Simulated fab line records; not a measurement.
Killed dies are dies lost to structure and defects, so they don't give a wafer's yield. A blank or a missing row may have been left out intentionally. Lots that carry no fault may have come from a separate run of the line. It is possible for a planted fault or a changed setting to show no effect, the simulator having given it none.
fab line records -- flow sky130
record lots=6, wafers=16, last-day=50
route steps=708 shown VIA4@651 METAL5@661
lots untouched by any fault: they come from a run of this same line in which no faults occurred
start-h: the number of hours between the record's first day and the start of the first shown wafer of the lot -- wait-h: hours elapsed since this lot's preceding step -- " identical to the entry in the row above -- L1.1+2: a single row standing in for several wafers -- - no value, or no start was given -- * or withheld: withheld -- < > ~ a bound
route shown NAME@n: a module of which the file shows steps, and the number in the route of the first -- usual: mean and standard deviation over wafers with no fault -- same: alike in all rows -- chamber/n: place in a boat -- sites: readings site by site -- _std_site: their standard deviation -- _edge_site: outer sites' mean less inner sites' -- radius-mm: how far each site lies from the wafer's centre -- mask NAME#n: copy n -- behind: the most recent tool/chamber to have shaped the wafer -- hold: reason for holding the lot/hours on hold/outcome of the hold -- device: which transistor (n, p or np) failed to switch -- end of line: tests of these same wafers at the route's end -- where a step has no rows: the recipe by itself -- killed: dies that structure and defects cost at the first sort, which is not the same as the wafer's yield -- map: shows each die of a wafer: x if killed, . if not, _ if none is there
set.NAME: setting as actually run; set.NAME@STEP: the setting as run at that earlier step -- model.NAME: the simulator's own value behind a step, which no gauge read
a table for each step, a row for each wafer; lots at some steps of the route
services: from which hour (start-h, from the record's first day; less than 0 if before it) a tool's chamber was out of use, for how many hours, and why
## steps
# step SKY_VIA4_ETCH_12
# recipe target=SiO2, chemistry=C4F8/O2/Ar, stop-on=TiN, mask-material=NOVOLAK, source-w=1500, bias-w=1200, pressure-mtorr=40, c4f8-flow-sccm=withheld, O2_flow_sccm=6, Ar_flow_sccm=300, time-s=withheld, target-depth-a=5800
# step SKY_VIA4_STRIP_13
# recipe chemistry=O2/N2, power-w=1400, pressure-mtorr=1500, platen-temp-c=withheld, o2-flow-sccm=3000, n2-flow-sccm=300, overash-fraction=0.5
# step SKY_VIA4_STRIP_14
# recipe chemistry=post-etch-residue-remover, time-s=1200, temp-c=72.5
# step SKY_VIA4_CLEAN_15
# recipe chemistry=IPA, time-s=180, temp-c=25
# step SKY_VIA4_CLEAN_16
# recipe chemistry=O3/DIW, dry=n2-spin
# step SKY_VIA4_SPUTTER_17
# recipe material=TiN, target-thk-nm=20, chamber-pressure-pa=5, power-w=4000, time-s=80
# step SKY_VIA4_CVD_18
# recipe material=W, target-thk-nm=505, time-s=152.14, temp-c=400, pressure-torr=40
# usual chamber-pressure-Torr=39.98/0.083, heater-power-w=816/47
lot.wafer,tool,chamber,start-h,wait-h,chamber-pressure-Torr,heater-power-w
L903.4,cvd-w-02,1,1015.67,0.1,39.96,794
L903.5,cvd-w-02,1,1015.67,0.1,39.90,798
L903.6,cvd-w-02,0,1015.67,0.1,39.91,873
L906.2,cvd-w-02,0,1056.72,0.0,39.83,859
L906.6,cvd-w-02,1,1056.72,0.0,39.91,800
L909.2,cvd-w-02,1,1064.64,0.0,40.09,803
L909.6,cvd-w-02,0,1064.64,0.0,39.89,891
L922.2,cvd-w-02,1,1136.48,0.0,40.14,834
L922.5,cvd-w-02,0,1136.48,0.0,39.98,864
L922.6,cvd-w-02,1,1136.48,0.0,39.96,812
L923.1,cvd-w-01,1,1141.11,0.0,39.87,775
L923.5,cvd-w-01,0,1141.11,0.0,39.87,788
L923.6,cvd-w-01,1,1141.11,0.0,39.89,787
L924.1,cvd-w-02,1,1143.96,0.0,40.04,819
L924.3,cvd-w-02,1,1143.96,0.0,39.95,801
L924.4,cvd-w-02,1,1143.96,0.0,40.05,816
# step SKY_VIA4_RS_MEAS_19
# recipe thk-meas-gauge=four-point-probe, reads=W_of_VIA4_CVD_18+TiN_of_VIA4_SPUTTER_17
# usual VIA4_W_RS=0.2283/0.0024
lot.wafer,tool,chamber,start-h,wait-h,VIA4_W_RS[ohm/sq]
L903.4,film-metro-04,-,1015.83,0.1,0.2261
L903.5,film-metro-04,-,1015.83,0.1,0.2255
L903.6,film-metro-04,-,1015.83,0.1,0.2254
L906.2,film-metro-03,-,1056.89,0.1,0.2292
L906.6,film-metro-03,-,1056.89,0.1,0.2292
L909.2,film-metro-04,-,1064.82,0.1,0.2253
L909.6,film-metro-04,-,1064.82,0.1,0.2228
L922.2,film-metro-04,-,1136.65,0.1,0.2239
L922.5,film-metro-04,-,1136.65,0.1,0.2282
L922.6,film-metro-04,-,1136.65,0.1,0.2264
L923.1,film-metro-01,-,1141.26,0.1,0.2250
L923.5,film-metro-01,-,1141.26,0.1,0.2272
L923.6,film-metro-01,-,1141.26,0.1,0.2276
L924.1,film-metro-04,-,1144.26,0.3,0.2264
L924.3,film-metro-04,-,1144.26,0.3,0.2256
L924.4,film-metro-04,-,1144.26,0.3,0.2276
# step SKY_VIA4_THK_MEAS_20
# recipe thk-meas-gauge=xrf, reads=W_of_VIA4_CVD_18
# usual VIA4_W_THK=501/7
lot.wafer,tool,chamber,start-h,wait-h,VIA4_W_THK[nm]
L903.4,film-metro-04,-,1015.92,0.1,504
L903.5,film-metro-04,-,1015.92,0.1,506
L903.6,film-metro-04,-,1015.92,0.1,504
L906.2,film-metro-03,-,1057.00,0.1,495
L906.6,film-metro-03,-,1057.00,0.1,496
L909.2,film-metro-04,-,1064.93,0.1,513
L909.6,film-metro-04,-,1064.93,0.1,519
L922.2,film-metro-04,-,1136.76,0.1,519
L922.5,film-metro-04,-,1136.76,0.1,508
L922.6,film-metro-04,-,1136.76,0.1,512
L923.1,film-metro-01,-,1141.38,0.1,504
L923.5,film-metro-01,-,1141.38,0.1,501
L923.6,film-metro-01,-,1141.38,0.1,500
L924.1,film-metro-04,-,1144.38,0.1,511
L924.3,film-metro-04,-,1144.38,0.1,514
L924.4,film-metro-04,-,1144.38,0.1,508
# step SKY_VIA4_CMP_21
# recipe stop-on=SiO2, t-overpolish-s=25, down-force-psi=3.5, platen-rpm=60, target-thk-nm=0, pad-velocity-m-s=0.94248
# usual motor-current-A=11.3/1.1, overpolish-run-s=25.000/0.009, slurry-filter-dp-kPa=13.49/0.12, time-to-endpoint-s=118/4.3
lot.wafer,tool,chamber,start-h,wait-h,motor-current-A,overpolish-run-s,slurry-filter-dp-kPa,time-to-endpoint-s
L903.4,cmp-01,3,1016.06,0.1,12.6,24.987,13.48,120
L903.6,cmp-01,1,1016.06,0.1,12.1,25.007,13.67,118
L903.5,cmp-01,2,1016.06,0.1,13.2,24.999,13.53,121
L906.2,cmp-02,2,1057.05,0.0,11.9,24.990,13.58,118
L906.6,cmp-02,2,1057.05,0.0,11.2,25.010,13.31,119
L909.2,cmp-01,0,1065.03,0.1,11.8,25.002,13.34,116
L909.6,cmp-01,3,1065.03,0.1,12.2,24.998,13.69,124
L922.2,cmp-02,1,1136.96,0.2,9.7,25.017,13.50,121
L922.5,cmp-02,2,1136.96,0.2,11.6,24.994,13.47,126
L922.6,cmp-02,3,1136.96,0.2,12.3,25.005,13.41,118
L923.1,cmp-01,3,1141.55,0.2,11.7,24.997,13.71,126
L923.5,cmp-01,3,1141.55,0.2,13.5,25.001,13.36,128
L923.6,cmp-01,0,1141.55,0.2,11.3,24.976,13.58,118
L924.3,cmp-01,3,1144.44,0.0,12.2,25.005,13.54,124
L924.4,cmp-01,0,1144.44,0.0,11.9,25.005,13.36,120
L924.1,cmp-01,1,1144.44,0.0,11.7,25.013,13.50,125
# step SKY_METAL5_SPUTTER_00
# recipe material=Ti, target-thk-nm=15, power-w=3000, time-s=10, chamber-pressure-pa=0.4
# usual chamber-pressure-pa=0.4000/0.00078, throttle-valve-pct=30.1/1.1
lot.wafer,tool,chamber,start-h,wait-h,chamber-pressure-pa,throttle-valve-pct
L903.4,pvd-sputter-01,-,1016.26,0.1,0.3990,29.7
L903.5,pvd-sputter-01,-,1016.26,0.1,0.4002,30.5
L903.6,pvd-sputter-01,-,1016.26,0.1,0.4002,30.7
L906.2,pvd-sputter-03,-,1057.35,0.2,0.4004,29.8
L906.6,pvd-sputter-03,-,1057.35,0.2,0.3983,30.7
L909.2,pvd-sputter-03,-,1065.28,0.2,0.4012,29.9
L909.6,pvd-sputter-03,-,1065.28,0.2,0.3995,31.7
L922.2,pvd-sputter-03,-,1137.11,0.1,0.4009,30.8
L922.5,pvd-sputter-03,-,1137.11,0.1,0.4000,28.5
L922.6,pvd-sputter-03,-,1137.11,0.1,0.4002,30.9
L923.1,pvd-sputter-04,-,1141.85,0.2,0.4001,31.4
L923.5,pvd-sputter-04,-,1141.85,0.2,0.4004,28.4
L923.6,pvd-sputter-04,-,1141.85,0.2,0.4000,31.5
L924.1,pvd-sputter-01,-,1144.74,0.1,0.4002,27.8
L924.3,pvd-sputter-01,-,1144.74,0.1,0.4005,30.9
L924.4,pvd-sputter-01,-,1144.74,0.1,0.3998,29.9
# step SKY_METAL5_SPUTTER_01
# recipe material=TiN, target-thk-nm=20, power-w=6500, time-s=16.7, chamber-pressure-pa=0.4
# step SKY_METAL5_SPUTTER_02
# recipe material=AlCu, target-thk-nm=1150, power-w=10600, time-s=61.2, chamber-pressure-pa=0.4
# usual chamber-pressure-pa=0.4001/0.00081, throttle-valve-pct=30.1/1.1
lot.wafer,tool,chamber,start-h,wait-h,chamber-pressure-pa,throttle-valve-pct,model.AlCu_of_METAL5_SPUTTER_02.thk-nm
L903.4,pvd-sputter-01,-,1016.31,0.0,0.4012,29.7,1153
L903.5,pvd-sputter-01,-,1016.31,0.0,0.4008,30.2,1157
L903.6,pvd-sputter-01,-,1016.31,0.0,0.3994,30.4,1154
L906.2,pvd-sputter-03,-,1057.40,0.0,0.4000,29.8,1771
L906.6,pvd-sputter-03,-,1057.40,0.0,0.4012,30.7,1153
L909.2,pvd-sputter-03,-,1065.32,0.0,0.4014,29.8,1763
L909.6,pvd-sputter-03,-,1065.32,0.0,0.4012,31.5,1138
L922.2,pvd-sputter-03,-,1137.16,0.0,0.4014,30.6,1154
L922.5,pvd-sputter-03,-,1137.16,0.0,0.4001,28.6,1161
L922.6,pvd-sputter-03,-,1137.16,0.0,0.4004,30.6,1164
L923.1,pvd-sputter-04,-,1141.90,0.0,0.4002,31.5,1148
L923.5,pvd-sputter-04,-,1141.90,0.0,0.3997,28.2,1150
L923.6,pvd-sputter-04,-,1141.90,0.0,0.4000,31.4,1147
L924.1,pvd-sputter-01,-,1144.79,0.0,0.3996,27.9,1171
L924.3,pvd-sputter-01,-,1144.79,0.0,0.4000,30.8,1157
L924.4,pvd-sputter-01,-,1144.79,0.0,0.3983,29.7,1159
# step SKY_METAL5_SPUTTER_03
# recipe material=Ti, target-thk-nm=5, power-w=3000, time-s=3.3, chamber-pressure-pa=0.4
# usual chamber-pressure-pa=0.4000/0.00094, throttle-valve-pct=30.1/1.1
lot.wafer,tool,chamber,start-h,wait-h,chamber-pressure-pa,throttle-valve-pct
L903.4,pvd-sputter-01,-,1016.36,0.0,0.4002,29.8
L903.5,pvd-sputter-01,-,1016.36,0.0,0.4005,30.7
L903.6,pvd-sputter-01,-,1016.36,0.0,0.3987,30.8
L906.2,pvd-sputter-03,-,1057.45,0.0,0.3993,29.8
L906.6,pvd-sputter-03,-,1057.45,0.0,0.3995,30.7
L909.2,pvd-sputter-03,-,1065.37,0.0,0.3985,29.9
L909.6,pvd-sputter-03,-,1065.37,0.0,0.3985,31.2
L922.2,pvd-sputter-03,-,1137.21,0.0,0.3992,30.8
L922.5,pvd-sputter-03,-,1137.21,0.0,0.3998,28.6
L922.6,pvd-sputter-03,-,1137.21,0.0,0.4003,30.9
L923.1,pvd-sputter-04,-,1141.95,0.0,0.3990,31.5
L923.5,pvd-sputter-04,-,1141.95,0.0,0.3975,28.3
L923.6,pvd-sputter-04,-,1141.95,0.0,0.4008,31.3
L924.1,pvd-sputter-01,-,1144.84,0.0,0.3992,27.8
L924.3,pvd-sputter-01,-,1144.84,0.0,0.4025,30.7
L924.4,pvd-sputter-01,-,1144.84,0.0,0.4010,29.5
# step SKY_METAL5_SPUTTER_04
# recipe material=TiN, target-thk-nm=70, power-w=6500, time-s=58.3, chamber-pressure-pa=0.4
# step SKY_METAL5_RS_MEAS_05
# recipe thk-meas-gauge=four-point-probe, reads=TiN_of_METAL5_SPUTTER_04+Ti_of_METAL5_SPUTTER_03+AlCu_of_METAL5_SPUTTER_02+TiN_of_METAL5_SPUTTER_01+Ti_of_METAL5_SPUTTER_00
# usual METAL5_ALCU_RS=0.02706/0.00027
lot.wafer,tool,chamber,start-h,wait-h,METAL5_ALCU_RS[ohm/sq]
L903.4,film-metro-03,-,1016.49,0.1,0.02698
L903.5,film-metro-03,-,1016.49,0.1,0.02688
L903.6,film-metro-03,-,1016.49,0.1,0.02701
L906.2,film-metro-02,-,1057.54,0.0,0.01751
L906.6,film-metro-02,-,1057.54,0.0,0.02701
L909.2,film-metro-04,-,1065.46,0.0,0.0176
L909.6,film-metro-04,-,1065.46,0.0,0.02732
L922.2,film-metro-04,-,1137.30,0.0,0.02692
L922.5,film-metro-04,-,1137.30,0.0,0.02677
L922.6,film-metro-04,-,1137.30,0.0,0.02671
L923.1,film-metro-04,-,1142.02,0.0,0.02712
L923.5,film-metro-04,-,1142.02,0.0,0.02704
L923.6,film-metro-04,-,1142.02,0.0,0.02705
L924.1,film-metro-02,-,1144.91,0.0,0.02658
L924.3,film-metro-02,-,1144.91,0.0,0.02689
L924.4,film-metro-02,-,1144.91,0.0,0.02685
# step SKY_METAL5_THK_MEAS_06
# recipe thk-meas-gauge=xrf, reads=AlCu_of_METAL5_SPUTTER_02
# usual METAL5_ALCU_THK=1171/13
lot.wafer,tool,chamber,start-h,wait-h,METAL5_ALCU_THK[nm]
L903.4,film-metro-03,-,1016.58,0.1,1174
L903.5,film-metro-03,-,1016.58,0.1,1175
L903.6,film-metro-03,-,1016.58,0.1,1177
L906.2,film-metro-02,-,1057.65,0.1,1826
L906.6,film-metro-02,-,1057.65,0.1,1186
L909.2,film-metro-04,-,1065.57,0.1,1804
L909.6,film-metro-04,-,1065.57,0.1,1156
L922.2,film-metro-04,-,1137.41,0.1,1171
L922.5,film-metro-04,-,1137.41,0.1,1183
L922.6,film-metro-04,-,1137.41,0.1,1179
L923.1,film-metro-04,-,1142.14,0.1,1169
L923.5,film-metro-04,-,1142.14,0.1,1166
L923.6,film-metro-04,-,1142.14,0.1,1170
L924.1,film-metro-02,-,1145.03,0.1,1194
L924.3,film-metro-02,-,1145.03,0.1,1175
L924.4,film-metro-02,-,1145.03,0.1,1184
# step SKY_METAL5_DEHYDRATE_07
# recipe temp-c=200, time-s=60
# step SKY_METAL5_HMDS_08
# recipe prime-time-s=60, prime-temp-c=120
# step SKY_METAL5_COAT_09
# recipe resist=NOVOLAK, spin-rpm=3000, resist-thk-nm=1800
# step SKY_METAL5_SOFTBAKE_10
# recipe temp-c=90, time-s=60, resist=NOVOLAK
# step SKY_METAL5_EXPOSE_11
# recipe mask-id=MM5, na=0.6, source-shape=conventional, sigma-outer=0.6, polarization=unpolarized, target-cd-nm=1600, dose-mj=190
# step SKY_METAL5_PEB_12
# recipe temp-c=withheld, time-s=*, resist=NOVOLAK
# step SKY_METAL5_DEVELOP_13
# recipe resist=NOVOLAK, developer=TMAH, develop-time-s=60, dev-temp-c=23
# step SKY_METAL5_DESCUM_14
# recipe chemistry=O2, source-power-w=150, bias-power-w=0, pressure-mtorr=10, temp-c=40, time-s=11
# usual drypump-motor-current-A=5.9/0.53, oes-product-au=1.008/0.0088
lot.wafer,tool,chamber,start-h,wait-h,drypump-motor-current-A,oes-product-au,rf-hours-counter-h
L903.4,rie-metal-01,1,1038.42,0.1,5.8,1.007,-
L903.5,rie-metal-01,0,1038.42,0.1,5.9,1.000,-
L903.6,rie-metal-01,1,1038.42,0.1,5.8,0.997,-
L906.2,rie-metal-01,0,1077.91,0.1,5.9,1.011,23
L906.6,rie-metal-01,1,1077.91,0.1,5.8,1.020,-
L909.2,rie-metal-04,1,1085.91,0.1,6.5,1.007,21
L909.6,rie-metal-04,1,1085.91,0.1,6.4,1.001,-
L922.2,rie-metal-03,1,1155.60,0.1,5.1,1.009,18
L922.5,rie-metal-03,0,1155.60,0.1,6.6,1.032,-
L922.6,rie-metal-03,1,1155.60,0.1,5.1,1.016,-
L923.1,rie-metal-01,1,1160.41,0.1,5.8,1.005,7
L923.5,rie-metal-01,0,1160.41,0.1,5.8,1.010,-
L923.6,rie-metal-01,1,1160.41,0.1,5.8,1.003,-
L924.1,rie-metal-03,0,1162.55,0.1,6.5,1.017,10
L924.3,rie-metal-03,1,1162.55,0.1,5.1,0.992,-
L924.4,rie-metal-03,0,1162.55,0.1,6.6,1.016,-
# step SKY_METAL5_METAL_ETCH_15
# recipe target-depth-a=12600, stop-on=SiO2, over-etch-frac=0.2, time-s=252, chemistry=Cl2/BCl3, resist-sidewall-deg=86, pressure-mtorr=10, icp-w=900, bias-w=48.5, Cl2_flow_sccm=60, bcl3-flow-sccm=30
# usual drypump-motor-current-A=5.9/0.53, oes-product-au=0.893/0.0046, throttle-valve-pct=22.263/0.01
lot.wafer,tool,chamber,start-h,wait-h,drypump-motor-current-A,oes-product-au,rf-hours-counter-h,throttle-valve-pct
L903.4,rie-metal-01,1,1038.52,0.1,5.8,0.897,-,22.266
L903.5,rie-metal-01,0,1038.52,0.1,5.9,0.881,-,22.255
L903.6,rie-metal-01,1,1038.52,0.1,5.8,0.893,-,22.270
L906.2,rie-metal-01,0,1077.95,0.0,5.9,1.010,23,22.272
L906.6,rie-metal-01,1,1077.95,0.0,5.8,0.891,-,22.267
L909.2,rie-metal-04,1,1085.95,0.0,6.4,0.997,21,22.258
L909.6,rie-metal-04,1,1085.95,0.0,6.5,0.894,-,22.252
L922.2,rie-metal-03,1,1155.63,0.0,5.1,0.890,18,22.278
L922.5,rie-metal-03,0,1155.63,0.0,6.6,0.898,-,22.257
L922.6,rie-metal-03,1,1155.63,0.0,5.1,0.885,-,22.273
L923.1,rie-metal-01,1,1160.45,0.0,5.8,0.892,7,22.258
L923.5,rie-metal-01,0,1160.45,0.0,5.9,0.891,-,22.247
L923.6,rie-metal-01,1,1160.45,0.0,5.8,0.887,-,22.262
L924.1,rie-metal-03,0,1162.58,0.0,6.6,0.893,11,22.268
L924.3,rie-metal-03,1,1162.58,0.0,5.1,0.898,-,22.272
L924.4,rie-metal-03,0,1162.58,0.0,6.6,0.896,-,22.269
# step SKY_METAL5_STRIP_16
# recipe chemistry=O2/N2, power-w=1400, pressure-mtorr=1500, platen-temp-c=withheld, o2-flow-sccm=3000, n2-flow-sccm=300, overash-fraction=0.5
## services
tool,chamber,start-h,hours,kind
cmp-02,-,992.92,11.0,repair
pvd-sputter-03,-,999.96,16.8,repair
cvd-w-01,1,1033.00,10.3,repair
cmp-02,-,1035.19,0.7,repair
cmp-01,-,1050.56,2.3,repair
cvd-w-01,-,1061.72,2.3,repair
cmp-02,-,1064.55,3.8,repair
pvd-sputter-03,1,1068.82,-,consumable-replace:kit
pvd-sputter-03,1,1068.82,18.0,scheduled-down
pvd-sputter-03,1,1068.82,18.0,vent-cycle
cmp-01,-,1080.22,4.8,pm
cmp-02,-,1084.35,4.0,pm
cmp-02,-,1104.86,0.5,repair
cmp-01,-,1110.92,4.9,pm
cmp-01,-,1118.39,2.1,repair
pvd-sputter-03,0,1132.56,-,consumable-replace:kit
pvd-sputter-03,0,1132.56,18.0,scheduled-down
pvd-sputter-04,-,1134.25,5.6,repair
cmp-01,-,1136.99,0.4,repair
cmp-01,-,1141.31,0.2,repair
cvd-w-02,0,1143.06,2.6,repair
cvd-w-01,-,1147.94,1.0,repair
cvd-w-01,1,1149.41,9.7,repair
pvd-sputter-04,-,1162.26,1.0,repair
## key
first-sign step=SKY_METAL5_RS_MEAS_05, reading=METAL5_ALCU_RS, direction=down, sigmas=35, usual=0.02706, struck=0.01755
effect step=SKY_METAL5_THK_MEAS_06, reading=METAL5_ALCU_THK, direction=up, sigmas=49, usual=1171, struck=1815
effect step=SKY_METAL5_METAL_ETCH_15, reading=oes-product-au, direction=up, sigmas=24, usual=0.893, struck=1.003
model-effect step=SKY_METAL5_SPUTTER_02, value=AlCu_of_METAL5_SPUTTER_02.thk-nm, without=1146, struck=1767
met-at SKY_METAL5_SPUTTER_02
struck-wafers L906.2,L909.2
later-rows-left-out L906.2,L909.2
sort-left-out L906.2,L909.2
fault kind=process-parameter-drift, tool=pvd-sputter-03, chamber=-, onset-h=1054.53, steps=SKY_METAL5_SPUTTER_02, channel=target-thk-nm, offset=620.69, shape=step, end-h=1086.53, scope=struck-wafers-only, acts-in=these-recipes-only, stated=1150
# sort-left-out: the simulated sort isn't trusted on such a fault, so these wafers' sort isn't shown, and their yield isn't known
# later-rows-left-out: the simulator's readings of these wafers behind a module that went badly wrong aren't trusted and aren't shown, but for the sort
